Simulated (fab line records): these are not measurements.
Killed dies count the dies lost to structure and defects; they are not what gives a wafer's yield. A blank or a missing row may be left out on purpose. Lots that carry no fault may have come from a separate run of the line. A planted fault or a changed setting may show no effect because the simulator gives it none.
Which tool did it? || flow sky130 || 13 lots with 37 wafers sampled at 2 steps, on a route of 708 steps

WHAT THE GAUGES READ, wafer by wafer
SKY_VIA3_OVL_MEAS_13.
{"lot": "L301", "measured": "day 39 14:56", "on": "overlay-02", "VIA3_OVL (nm)": "-3 1 1"}
{"lot": "L302", "measured": "day 39 19:31", "on": "overlay-01", "VIA3_OVL (nm)": "1 4 -5"}
{"lot": "L305", "measured": "day 41 01:37", "on": "overlay-02", "VIA3_OVL (nm)": "0 3 -1"}
{"lot": "L307", "measured": "day 41 07:05", "on": "overlay-01", "VIA3_OVL (nm)": "7 -7 1"}
{"lot": "L306", "measured": "day 41 08:25", "on": "overlay-01", "VIA3_OVL (nm)": "-1 -1 1"}
{"lot": "L308", "measured": "day 41 16:14", "on": "overlay-02", "VIA3_OVL (nm)": 1}
{"lot": "L309", "measured": "day 42 12:53", "on": "overlay-02", "VIA3_OVL (nm)": "-1 0 -3"}
{"lot": "L314", "measured": "day 43 14:13", "on": "overlay-01", "VIA3_OVL (nm)": "-5 -5 2"}
{"lot": "L315", "measured": "day 43 20:07", "on": "overlay-02", "VIA3_OVL (nm)": "-6 -10 -10"}
{"lot": "L317", "measured": "day 44 04:14", "on": "overlay-02", "VIA3_OVL (nm)": "-3 -3 2"}
{"lot": "L319", "measured": "day 44 22:14", "on": "overlay-02", "VIA3_OVL (nm)": "-1 3 4"}
{"lot": "L320", "measured": "day 45 09:49", "on": "overlay-01", "VIA3_OVL (nm)": "1 -2 7"}
{"lot": "L323", "measured": "day 45 16:23", "on": "overlay-02", "VIA3_OVL (nm)": "14 5 5"}

WHAT TOOL EACH LOT RAN ON (gives the tool, then ch and the chambers of the sampled wafers, and finally the start)
{"lot": "L301", "SKY_VIA3_CMP_02": "cmp-02 ch 1,2,3, day 38 13:14"}
{"lot": "L302", "SKY_VIA3_CMP_02": "cmp-01 ch 1,2, day 38 17:38"}
{"lot": "L305", "SKY_VIA3_CMP_02": "cmp-02 ch 0,1, day 40 01:02"}
{"lot": "L307", "SKY_VIA3_CMP_02": "cmp-02 ch 0,1,2, day 40 06:20"}
{"lot": "L306", "SKY_VIA3_CMP_02": "cmp-02 ch 0,1,2, day 40 08:28"}
{"lot": "L308", "SKY_VIA3_CMP_02": "cmp-01 ch 2, day 40 15:50"}
{"lot": "L309", "SKY_VIA3_CMP_02": "cmp-02 ch 1,3, day 41 12:55"}
{"lot": "L314", "SKY_VIA3_CMP_02": "cmp-02 ch 0,1,3, day 42 14:46"}
{"lot": "L315", "SKY_VIA3_CMP_02": "cmp-01 ch 2,3, day 42 21:03"}
{"lot": "L317", "SKY_VIA3_CMP_02": "cmp-01 ch 0,1,3, day 43 04:43"}
{"lot": "L319", "SKY_VIA3_CMP_02": "cmp-02 ch 0,1, day 43 23:47"}
{"lot": "L320", "SKY_VIA3_CMP_02": "cmp-01 ch 0,1,2, day 44 11:20"}
{"lot": "L323", "SKY_VIA3_CMP_02": "cmp-01 ch 1,2,3, day 44 18:52"}
- SKY_VIA3_CMP_02: polishes SiO2.

AS READ BY THE TOOLS THEMSELVES (means over the sampled wafers that have a number; for cases with no such wafer, the mark the record gives instead)
SKY_VIA3_CMP_02.
{"lot": "L301", "tool": "cmp-02", "motorCurrentA (A)": 12.7}
{"lot": "L302", "tool": "cmp-01", "motorCurrentA (A)": 12.5}
{"lot": "L305", "tool": "cmp-02", "motorCurrentA (A)": 11.1}
{"lot": "L307", "tool": "cmp-02", "motorCurrentA (A)": 12.5}
{"lot": "L306", "tool": "cmp-02", "motorCurrentA (A)": 12.2}
{"lot": "L308", "tool": "cmp-01", "motorCurrentA (A)": 8.6}
{"lot": "L309", "tool": "cmp-02", "motorCurrentA (A)": 12.4}
{"lot": "L314", "tool": "cmp-02", "motorCurrentA (A)": 11.8}
{"lot": "L315", "tool": "cmp-01", "motorCurrentA (A)": 10.4}
{"lot": "L317", "tool": "cmp-01", "motorCurrentA (A)": 13.8}
{"lot": "L319", "tool": "cmp-02", "motorCurrentA (A)": 11.1}
{"lot": "L320", "tool": "cmp-01", "motorCurrentA (A)": 12.5}
{"lot": "L323", "tool": "cmp-01", "motorCurrentA (A)": 12.1}

THE ANSWER, worked out from the rows above alone
Rule: usual is defined by the lots themselves. The widest of any qualifying gaps counts: lots, ordered by their means at a reading, are off when they make up no more than a third of the lots, leave a main group of 4 or more, and stand apart from it by 3 or more times the standard deviation of that group's means. A main group is skipped when, at the precision printed for the reading in the tables above, its means are all equal. A lot without any number at a reading at which 4 lots or more have one is off too. The other lots that the step has rows for count as sound. After the gauges, taken in route order, come the tools' own readings; for these a lot's mean is taken, as printed above. The first step at which some lot is off is used, and at that step the reading that is off furthest; a lot without a number counts as furthest.
None of the lots is off at any reading shown; this tells nothing.

WHAT HAD BEEN PUT IN BY THE SIMULATOR
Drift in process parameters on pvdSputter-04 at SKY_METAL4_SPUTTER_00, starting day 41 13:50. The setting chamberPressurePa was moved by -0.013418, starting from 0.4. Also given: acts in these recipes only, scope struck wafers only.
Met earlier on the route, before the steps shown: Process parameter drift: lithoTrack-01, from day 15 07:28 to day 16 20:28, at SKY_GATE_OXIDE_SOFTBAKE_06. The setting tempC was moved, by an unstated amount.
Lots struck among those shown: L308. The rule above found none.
